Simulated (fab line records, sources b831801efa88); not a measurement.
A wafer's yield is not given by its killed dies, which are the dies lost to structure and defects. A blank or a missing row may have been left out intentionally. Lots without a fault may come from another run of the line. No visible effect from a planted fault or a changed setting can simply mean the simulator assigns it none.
fab line records    flow gf180mcu
[record] lots = 13  wafers = 39  lastDay = 34
route steps=602 shown HV_LDD@226 SAB@264 CONTACT@289
lots with no fault: from the same line, run without faults
startH: hours from the record's opening day to when the first of the lot's shown wafers began    waitH: time in hours since the lot's previous step    " the same as in the row above    L1.1+2: one row covering several wafers at once    - no value present, or no start provided    * or withheld: withheld    < > ~ a bound
route shown NAME@n: names a module that has steps shown in the file, with the first one's number in the route    usual: mean/standard deviation of fault-free wafers    same: alike in all rows    chamber/n: place in a boat    sites: readings site by site    _std_site: the standard deviation of these    _edge_site: mean of outer sites minus mean of inner sites    radiusMm: how far each site lies from the wafer's centre    mask NAME#n: copy n    behind: tool/chamber where the wafer was last shaped    hold: reason for holding the lot/hours on hold/outcome of the hold    device: transistor that didn't switch, given as n, p or np    end of line: at the end of the route, the tests of the same wafers    for a step that has no rows: nothing shown but its recipe    killed: the dies lost at the first sort to structure and to defects; this is not the yield of the wafer    map: a wafer's dies, marking killed ones x, the rest . and places with no die _
set.NAME: the setting that was run; set.NAME@STEP: the one run at that earlier step    model.NAME: the simulator's own value behind a step, which no gauge read
a sample of lots followed through the steps of the route, with each step as a table and each wafer as a row
services: a tool's chamber out of use, with start hour (startH, from the record's first day; less than 0 if before it), hours out, and reason
[[steps]]
[step GF_HV_LDD_TW_MEAS_50]
[usual] HV_LDD_4_TW = 563.3/2.9
lot.wafer  tool          chamber  startH  waitH  HV_LDD_4_TW
L319.3     filmMetro-03  -        275.81  0.1    565.5
L319.4     "             -        "       "      564.3
L319.6     "             -        "       "      564.5
L320.2     filmMetro-04  -        285.20  0.1    562.3
L320.4     "             -        "       "      562.1
L320.5     "             -        "       "      560.0
L321.3     filmMetro-03  -        287.77  0.1    560.7
L321.5     "             -        "       "      562.7
L321.6     "             -        "       "      565.8
L328.2     filmMetro-04  -        346.67  0.1    559.6
L328.3     "             -        "       "      560.6
L328.4     "             -        "       "      558.9
L333.1     filmMetro-04  -        383.81  0.1    560.5
L333.3     "             -        "       "      561.3
L333.6     "             -        "       "      564.5
L335.1     filmMetro-02  -        397.55  0.1    566.3
L335.4     "             -        "       "      564.6
L335.5     "             -        "       "      563.2
L336.1     filmMetro-02  -        408.65  0.1    563.7
L336.2     "             -        "       "      566.4
L336.5     "             -        "       "      564.8
L337.1     filmMetro-02  -        414.95  0.1    564.6
L337.2     "             -        "       "      564.3
L337.4     "             -        "       "      566.5
L338.3     filmMetro-02  -        427.37  0.1    561.8
L338.4     "             -        "       "      567.6
L338.6     "             -        "       "      561.6
L339.3     filmMetro-03  -        429.08  0.1    565.9
L339.4     "             -        "       "      566.8
L339.5     "             -        "       "      568.2
L340.1     filmMetro-03  -        439.89  0.1    563.7
L340.2     "             -        "       "      564.1
L340.6     "             -        "       "      565.5
L341.1     filmMetro-03  -        449.51  0.1    563.3
L341.5     "             -        "       "      564.5
L341.6     "             -        "       "      567.9
L342.3     filmMetro-04  -        459.46  0.1    561.1
L342.4     "             -        "       "      558.6
L342.6     "             -        "       "      558.3
[step GF_SAB_CVD_00]
[recipe] material = SiO2  targetThkNm = 50  precursor = TEOS  tempC = 400  timeS = 4.9302  rfW = 600
[usual] heaterPowerW = 649/69  susceptorTempC = 400.00/0.21
lot.wafer  tool      chamber  startH  waitH  heaterPowerW  susceptorTempC
L319.3     pecvd-02  1        321.76  0.1    631           400.22
L319.4     "         1        "       "      651           400.01
L319.6     "         2        "       "      566           400.20
L320.2     pecvd-04  1        330.84  0.1    647           399.66
L320.4     "         1        "       "      646           399.93
L320.5     "         0        "       "      628           399.95
L321.3     pecvd-01  2        332.79  0.1    650           400.03
L321.5     "         0        "       "      641           400.10
L321.6     "         2        "       "      649           400.10
L328.2     pecvd-01  2        395.70  0.1    680           399.77
L328.3     "         0        "       "      624           399.78
L328.4     "         0        "       "      664           399.66
L333.1     pecvd-04  0        435.15  0.1    700           399.98
L333.3     "         1        "       "      625           400.38
L333.6     "         0        "       "      666           400.05
L335.1     pecvd-01  0        449.33  0.1    599           399.79
L335.4     "         1        "       "      747           400.01
L335.5     "         0        "       "      610           400.22
L336.1     pecvd-02  0        460.93  0.1    586           399.99
L336.2     "         2        "       "      631           400.11
L336.5     "         1        "       "      682           400.26
L337.1     pecvd-04  0        465.41  0.1    678           400.23
L337.2     "         2        "       "      749           399.88
L337.4     "         2        "       "      755           399.81
L338.3     pecvd-04  0        482.02  0.1    559           400.03
L338.4     "         2        "       "      670           400.10
L338.6     "         1        "       "      574           399.95
L339.3     pecvd-01  0        482.29  0.1    619           399.86
L339.4     "         1        "       "      800           400.46
L339.5     "         2        "       "      669           400.17
L340.1     pecvd-02  2        491.97  0.1    590           399.78
L340.2     "         0        "       "      661           400.36
L340.6     "         2        "       "      598           399.84
L341.1     pecvd-04  0        500.70  0.1    665           399.64
L341.5     "         1        "       "      582           400.02
L341.6     "         2        "       "      669           399.92
L342.3     pecvd-01  0        510.52  0.1    702           399.78
L342.4     "         0        "       "      700           399.90
L342.6     "         2        "       "      657           400.03
[step GF_SAB_THK_MEAS_01]
[recipe] reads = SiO2_of_SAB_CVD_00
[usual] SAB_CVD_00_THK = 50.0/0.55
lot.wafer  tool          chamber  startH  waitH  SAB_CVD_00_THK[nm]
L319.3     filmMetro-01  -        321.80  0.0    50.1
L319.4     "             -        "       "      51.3
L319.6     "             -        "       "      50.4
L320.2     filmMetro-01  -        330.88  0.0    49.4
L320.4     "             -        "       "      50.5
L320.5     "             -        "       "      50.7
L321.3     filmMetro-01  -        332.83  0.0    49.4
L321.5     "             -        "       "      50.5
L321.6     "             -        "       "      50.9
L328.2     filmMetro-01  -        395.73  0.0    49.6
L328.3     "             -        "       "      80.3
L328.4     "             -        "       "      50.9
L333.1     filmMetro-01  -        435.17  0.0    50.1
L333.3     "             -        "       "      50.2
L333.6     "             -        "       "      50.8
L335.1     filmMetro-02  -        449.34  0.0    50.1
L335.4     "             -        "       "      49.7
L335.5     "             -        "       "      50.8
L336.1     filmMetro-04  -        460.95  0.0    50.1
L336.2     "             -        "       "      49.7
L336.5     "             -        "       "      49.7
L337.1     filmMetro-01  -        465.44  0.0    49.6
L337.2     "             -        "       "      49.0
L337.4     "             -        "       "      50.2
L338.3     filmMetro-04  -        482.06  0.0    50.5
L338.4     "             -        "       "      50.3
L338.6     "             -        "       "      50.2
L339.3     filmMetro-02  -        482.33  0.0    49.9
L339.4     "             -        "       "      49.8
L339.5     "             -        "       "      50.5
L340.1     filmMetro-02  -        491.99  0.0    49.8
L340.2     "             -        "       "      49.8
L340.6     "             -        "       "      50.3
L341.1     filmMetro-01  -        500.71  0.0    49.9
L341.5     "             -        "       "      49.3
L341.6     "             -        "       "      50.3
L342.3     filmMetro-01  -        510.56  0.0    49.7
L342.4     "             -        "       "      51.0
L342.6     "             -        "       "      51.1
[step GF_CONTACT_CVD_02]
[recipe] material = SiO2  targetThkNm = 860  precursor = TEOS  tempC = 400  timeS = 95.992  rfW = 600
[usual] heaterPowerW = 671/85  susceptorTempC = 400.02/0.22
lot.wafer  tool      chamber  startH  waitH  heaterPowerW  susceptorTempC
L319.3     pecvd-04  2        343.97  0.0    715           400.03
L319.4     "         2        "       "      735           400.03
L319.6     "         1        "       "      629           400.01
L320.2     pecvd-01  0        352.52  0.0    703           400.33
L320.4     "         0        "       "      560           400.23
L320.5     "         2        "       "      672           399.81
L321.3     pecvd-03  0        354.32  0.0    601           399.84
L321.5     "         0        "       "      659           400.03
L321.6     "         2        "       "      811           400.10
L328.2     pecvd-01  1        420.08  0.0    763           400.28
L328.3     "         2        "       "      644           399.56
L328.4     "         0        "       "      643           400.50
L333.1     pecvd-04  1        460.66  0.1    628           400.21
L333.3     "         0        "       "      655           399.59
L333.6     "         2        "       "      704           399.79
L335.1     pecvd-01  0        474.33  0.1    616           400.33
L335.4     "         0        "       "      659           399.88
L335.5     "         2        "       "      549           399.86
L336.1     pecvd-03  0        485.55  0.1    564           399.51
L336.2     "         1        "       "      683           400.07
L336.5     "         1        "       "      706           399.70
L337.1     pecvd-03  1        490.25  0.1    657           400.15
L337.2     "         0        "       "      624           400.21
L337.4     "         1        "       "      707           399.80
L338.3     pecvd-03  1        506.53  0.0    630           399.85
L338.4     "         2        "       "      708           399.88
L338.6     "         1        "       "      667           399.97
L339.3     pecvd-04  2        507.19  0.0    738           399.97
L339.4     "         0        "       "      684           400.13
L339.5     "         2        "       "      608           400.03
L340.1     pecvd-03  0        516.41  0.1    635           400.01
L340.2     "         1        "       "      648           399.71
L340.6     "         1        "       "      677           400.08
L341.1     pecvd-04  0        524.91  0.1    664           400.10
L341.5     "         1        "       "      584           400.31
L341.6     "         0        "       "      682           399.83
L342.3     pecvd-01  1        534.09  0.0    792           400.38
L342.4     "         2        "       "      542           399.79
L342.6     "         1        "       "      836           400.59
[step GF_CONTACT_SPUTTER_22]
[recipe] material = Ti  targetThkNm = 15  chamberPressurePa = 5  powerW = 2500  substrateTempC = 200  timeS = 80.02
[usual] throttleValvePct = 30.4/1.2
lot.wafer  tool           chamber  startH  waitH  throttleValvePct
L319.3     pvdSputter-04  -        366.76  0.0    29.7
L319.4     "              -        "       "      28.9
L319.6     "              -        "       "      31.7
L320.2     pvdSputter-02  -        375.52  0.0    32.3
L320.4     "              -        "       "      30.2
L320.5     "              -        "       "      29.5
L321.3     pvdSputter-04  -        378.32  0.0    29.7
L321.5     "              -        "       "      29.0
L321.6     "              -        "       "      29.7
L328.2     pvdSputter-02  -        445.42  0.0    32.3
L328.3     "              -        "       "      31.1
L328.4     "              -        "       "      29.8
L333.1     pvdSputter-02  -        485.73  0.0    29.7
L333.3     "              -        "       "      30.1
L333.6     "              -        "       "      29.9
L335.1     pvdSputter-04  -        499.88  0.0    29.7
L335.4     "              -        "       "      31.7
L335.5     "              -        "       "      30.0
L336.1     pvdSputter-03  -        509.45  0.0    27.9
L336.2     "              -        "       "      31.5
L336.5     "              -        "       "      31.6
L337.1     pvdSputter-04  -        515.01  0.0    29.6
L337.2     "              -        "       "      31.8
L337.4     "              -        "       "      29.0
L338.3     pvdSputter-02  -        530.58  0.0    30.0
L338.4     "              -        "       "      30.9
L338.6     "              -        "       "      32.2
L339.3     pvdSputter-04  -        531.41  0.0    29.6
L339.4     "              -        "       "      31.6
L339.5     "              -        "       "      29.8
L340.1     pvdSputter-02  -        540.12  0.0    30.1
L340.2     "              -        "       "      31.1
L340.6     "              -        "       "      31.1
L341.1     pvdSputter-02  -        548.63  0.0    30.0
L341.5     "              -        "       "      32.8
L341.6     "              -        "       "      30.3
L342.3     pvdSputter-02  -        557.30  0.0    32.7
L342.4     "              -        "       "      29.9
L342.6     "              -        "       "      29.4
[[services]]
tool           chamber  startH  hours  kind
pecvd-04       2        315.08  19.7   repair
pecvd-02       -        317.04  0.2    repair
pvdSputter-04  -        335.25  1.0    repair
pecvd-01       1        338.23  17.5   repair
pecvd-03       -        368.88  14.0   pm
pecvd-03       0        368.88  14.0   ventCycle
pecvd-03       1        368.88  14.0   ventCycle
pecvd-03       2        368.88  14.0   ventCycle
pecvd-01       1        372.52  5.7    repair
pecvd-04       -        377.68  2.8    pm
pecvd-03       0        382.88  -      clean
pvdSputter-03  -        389.93  4.5    repair
pecvd-01       2        409.77  7.1    repair
pvdSputter-02  -        420.65  1.2    repair
pvdSputter-04  -        439.37  9.9    repair
pecvd-04       1        461.76  6.2    repair
pvdSputter-04  -        473.60  0.8    repair
pecvd-04       -        478.77  1.5    repair
pvdSputter-02  -        491.38  2.0    repair
pecvd-01       -        499.72  1.1    repair
pecvd-03       -        504.45  0.5    repair
pecvd-02       -        516.11  5.2    repair
pecvd-02       1        521.99  16.7   repair
pecvd-02       0        551.89  4.0    repair
[[key]]
[firstSign] step = GF_SAB_THK_MEAS_01  reading = SAB_CVD_00_THK  direction = up  sigmas = 55  usual = 50.0  struck = 80.3
effect none on later readings
metAt GF_SAB_CVD_00
struckLots L328
struckWafers L328.3
testerLeftOut L328
notActingAt GF_HV_LDD_TW_MEAS_50,GF_CONTACT_CVD_02,GF_CONTACT_SPUTTER_22
onsetBetween 332.79 395.70
[fault] kind = processParameterDrift  tool = pecvd-01  chamber = -  onsetH = 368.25  steps = GF_SAB_CVD_00  channel = targetThkNm  offset = 30.743  shape = step  endH = 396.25  scope = struckWafersOnly  actsIn = theseRecipesOnly  stated = 50
// testerLeftOut: of these lots the tester's yield and bins aren't shown, on N5 and GAA mostly nor the transistor test; their killed dies are dies lost to structure and defects alone, not to doping, threshold or leakage, so they don't give the yield
